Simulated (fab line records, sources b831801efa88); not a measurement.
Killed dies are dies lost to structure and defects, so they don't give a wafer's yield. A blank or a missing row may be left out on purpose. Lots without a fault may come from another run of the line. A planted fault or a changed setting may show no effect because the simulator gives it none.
A struck lot beside a sound one | flow sky130 | 44 steps out of a route of 708
Sound: wafers L779.2, L779.3, L779.4. Struck: wafers L785.3, L785.4, L785.6. The cause comes at the end.
At each step with rows: each side's tool, then ch and its chambers, then its first start. Under that, the readings that differ: sound wafers | struck wafers | difference of the means | sigmas: that difference in standard deviations of wafers without a fault.
alike: readings whose means differ by less than 2 such deviations, and words and numbers that are the same on both sides. not compared: withheld readings, readings that some wafer has no value for, bounds like >300 that may hide the same value, and numbers for which the record gives no deviation and whose values overlap.
The two part at a step that has a row with sigmas, a row that says differs or no value, or rows on one side only. Numbers that don't overlap but have no deviation are shown without sigmas and don't part them. A reading that every wafer of one side lacks parts them only if that side has two wafers or more.

first, 2 steps without rows for these wafers: SKY_DNWELL_DEVELOP_06 (develop time 60 s); SKY_DNWELL_IMPLANT_07.
SKY_DNWELL_STRIP_08: strips in O2/N2.
  sound on plasma_asher-04 ch 0,1, day 4 10:07; struck on plasma_asher-01 ch 0,1, day 5 14:48
  alike: drypump_motor_current_A, oes_product_au, strip_time_to_endpoint_s
  not compared: rf_hours_counter_h
SKY_DNWELL_TW_MEAS_09:
  sound on film_metro-02, day 4 10:14; struck on film_metro-01, day 5 14:53
  alike: DNWELL_TW
then, 7 steps without rows for these wafers: SKY_PWDE_DEHYDRATE_00 (time 60 s); SKY_PWDE_HMDS_01 (prime time 60 s); SKY_PWDE_COAT_02 (resist thk 3000 nm); SKY_PWDE_SOFTBAKE_03; SKY_PWDE_EXPOSE_04 (exposes mask PWDEM, target cd 840 nm); SKY_PWDE_PEB_05; SKY_PWDE_DEVELOP_06 (develop time 60 s).
SKY_PWDE_OVL_MEAS_07:
  sound on overlay-02, day 5 03:08; struck on overlay-02, day 6 09:26
  alike: PWDE_OVL
SKY_PWDE_IMPLANT_08:
  sound on implanter-03 ch 0, day 5 03:11; struck on implanter-03 ch 0, day 6 09:31
  reading                          | sound                     | struck                        | difference | sigmas
  beam_on_s (s)                    | 9.68 9.76 10.06           | 11.36 11.77 11.68             | +1.77      | +9
  end_station_pressure_torr (Torr) | 5.65e-06 5.1e-06 5.16e-06 | 7.693e-05 8.525e-05 8.164e-05 | +7.597e-05 | +99 or more
  faraday_current_uA               | 20.9 20.7 20.2            | 17.7 17.1 17.2                | -3.3       | -8
SKY_PWDE_STRIP_09: strips in O2/N2.
  sound on plasma_asher-01 ch 0,1, day 5 03:19; struck on plasma_asher-03 ch 0,1, day 6 09:39
  alike: drypump_motor_current_A, oes_product_au, strip_time_to_endpoint_s
  not compared: rf_hours_counter_h
SKY_PWDE_TW_MEAS_10:
  sound on film_metro-01, day 5 03:25; struck on film_metro-03, day 6 09:44
  reading | sound             | struck            | difference | sigmas
  PWDE_TW | 372.5 372.6 373.6 | 396.0 392.3 395.7 | +21.8      | +11
then, 7 steps without rows for these wafers: SKY_NWELL_DEHYDRATE_03 (time 60 s); SKY_NWELL_HMDS_04 (prime time 60 s); SKY_NWELL_COAT_05 (resist thk 3000 nm); SKY_NWELL_SOFTBAKE_06; SKY_NWELL_EXPOSE_07 (exposes mask NWM, target cd 840 nm); SKY_NWELL_PEB_08; SKY_NWELL_DEVELOP_09 (develop time 60 s).
SKY_NWELL_OVL_MEAS_10:
  sound on overlay-02, day 5 21:04; struck on overlay-01, day 7 05:14
  alike: NWELL_00_OVL
then, 3 steps without rows for these wafers: SKY_NWELL_IMPLANT_11; SKY_NWELL_IMPLANT_12; SKY_NWELL_IMPLANT_13.
SKY_NWELL_STRIP_14: strips in O2/N2.
  sound on plasma_asher-02 ch 0,1, day 5 21:33; struck on plasma_asher-03 ch 0,1, day 7 05:44
  alike: drypump_motor_current_A, oes_product_au, strip_time_to_endpoint_s
  not compared: rf_hours_counter_h
SKY_NWELL_TW_MEAS_15:
  sound on film_metro-03, day 5 21:40; struck on film_metro-01, day 7 05:49
  reading  | sound          | struck         | difference | sigmas
  NWELL_TW | 1837 1837 1836 | 1812 1808 1819 | -24        | -2
then, 7 steps without rows for these wafers: SKY_NWELL_DEHYDRATE_16 (time 60 s); SKY_NWELL_HMDS_17 (prime time 60 s); SKY_NWELL_COAT_18 (resist thk 3000 nm); SKY_NWELL_SOFTBAKE_19; SKY_NWELL_EXPOSE_20 (exposes mask NWM COMPLEMENT, target cd 840 nm); SKY_NWELL_PEB_21; SKY_NWELL_DEVELOP_22 (develop time 60 s).
SKY_NWELL_OVL_MEAS_23:
  sound on overlay-01, day 6 16:08; struck on overlay-02, day 8 02:05
  reading           | sound          | struck      | difference | sigmas
  NWELL_01_OVL (nm) | -3.5 -2.9 -3.1 | 0.3 0.4 1.0 | +3.7       | +2
then, 1 step without rows for these wafers: SKY_NWELL_IMPLANT_24.
SKY_NWELL_STRIP_25: strips in O2/N2.
  sound on plasma_asher-03 ch 0,1, day 6 16:19; struck on plasma_asher-02 ch 0,1, day 8 02:17
  alike: drypump_motor_current_A, oes_product_au, strip_time_to_endpoint_s
  not compared: rf_hours_counter_h
SKY_NWELL_TW_MEAS_26:
  sound on film_metro-03, day 6 16:25; struck on film_metro-02, day 8 02:22
  alike: NWELL_2_TW
then, 1 step without rows for these wafers: SKY_NWELL_CLEAN_27 (cleans in SC1/SC2, time 150 s).
SKY_NWELL_RTA_28: time 30 s.
  sound on rtp_anneal-02 ch 0, day 6 16:33; struck on rtp_anneal-01 ch 0, day 8 02:29
  alike: lamp_power_pct, wafer_temp_C_max
SKY_NWELL_RS_MEAS_29: measures by four-point-probe.
  sound on film_metro-01, day 6 16:39; struck on film_metro-02, day 8 02:36
  alike: NWELL_RS
SKY_NWELL_RS_MEAS_31: measures by four-point-probe.
  sound on film_metro-01, day 6 16:53; struck on film_metro-02, day 8 02:50
  reading          | sound          | struck         | difference | sigmas
  PWDE_RS (ohm/sq) | 5304 5313 5309 | 4727 4725 4725 | -583       | -31
-- the record jumps here: 41 days lie between the struck wafers' starts before and after (it left off in module NWELL and takes up again in module PAD_OPEN, whose first step shown is number 708 of the route) --
SKY_PAD_OPEN_PROBE_99:
  sound on prober-02, day 47 01:17; struck on prober-02, day 48 23:56
  reading                                   | sound                        | struck                        | difference | sigmas
  model.etest.res_p_drift_20v.line_ohm_um   | 1.103e+04 1.12e+04 1.104e+04 | 1.086e+04 1.085e+04 1.078e+04 | -2.600e+02 |
  model.etest.res_p_drift_20v.rs_ohm_sq     | 9194 9485 9372               | 8946 9012 8919                | -391       |
  model.etest.res_pwde_under_gate.rs_ohm_sq | 6211 6137 6206               | 5405 5364 5392                | -798       |
  alike: killed_at_M0_to_M3, killed_at_M4_up, killed_at_contacts, killed_at_front_end, killed_at_other, killed_dies, killed_open, killed_short

WHERE THEY PART
First at SKY_PWDE_IMPLANT_08; last, within this record, at SKY_NWELL_RS_MEAS_31. Later steps at which nothing parts them and some readings are alike: SKY_PAD_OPEN_PROBE_99.

WHY: what the simulator had put in
Process parameter drift: implanter-03, from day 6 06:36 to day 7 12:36, at SKY_PWDE_IMPLANT_08. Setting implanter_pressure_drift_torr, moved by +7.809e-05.
Process parameter drift: implanter-03, from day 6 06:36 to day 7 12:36, at SKY_PWDE_IMPLANT_08. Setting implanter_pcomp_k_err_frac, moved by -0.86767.
